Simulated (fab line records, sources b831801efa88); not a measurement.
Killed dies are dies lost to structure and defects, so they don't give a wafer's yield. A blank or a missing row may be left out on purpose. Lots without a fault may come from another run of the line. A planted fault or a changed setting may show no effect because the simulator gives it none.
Chamber matching | flow sfq_line | SFQ_TRILAYER_I2_CMP_CMP_064 on cmp-01: 4 sister chambers
The step polishes SiO2. 4 wafers are shown with their chamber, then 7 later ones without.

WAFERS WITH THEIR CHAMBER
wafer  | chamber | time_to_endpoint_s (s)
L293.5 | 2       | 222
L293.6 | 1       | 201
L296.3 | 0       | 220
L296.5 | 3       | 215

WAFERS WITHOUT THEIR CHAMBER
wafer  | time_to_endpoint_s (s)
L296.6 | 226
L297.2 | 207
L297.1 | 216
L297.3 | 209
L301.4 | 210
L301.5 | 203
L301.6 | 215

WHICH CHAMBER EACH WENT THROUGH
wafer  | from the rows above               | in truth
L296.6 | can't be placed: 2 or 0 or 3      | 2
L297.2 | can't be placed: 1 or 3 or 0      | 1
L297.1 | can't be placed: 3 or 0 or 2      | 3
L297.3 | can't be placed: 3 or 1 or 0 or 2 | 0
L301.4 | can't be placed: 3 or 1 or 0 or 2 | 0
L301.5 | 1                                 | 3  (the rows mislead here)
L301.6 | can't be placed: 3 or 0 or 2      | 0
Placed correctly: 0 of 7. Can't be placed from these rows: 6 (the true chamber is among the candidates in 6). Placed wrongly: 1.
How it was worked out, from the rows above alone: a wafer's distance from a chamber is the root of the sum, over the readings, of the square of ((its reading less the chamber's mean) divided by the reading's scatter). The wafer belongs to the nearest chamber; if the next one is less than 2 further off, it can't be placed. A chamber's mean is the mean of its shown wafers. The scatter: with one shown wafer a chamber, the root of the mean of the squares of how far each hidden wafer lies from its nearest shown one.
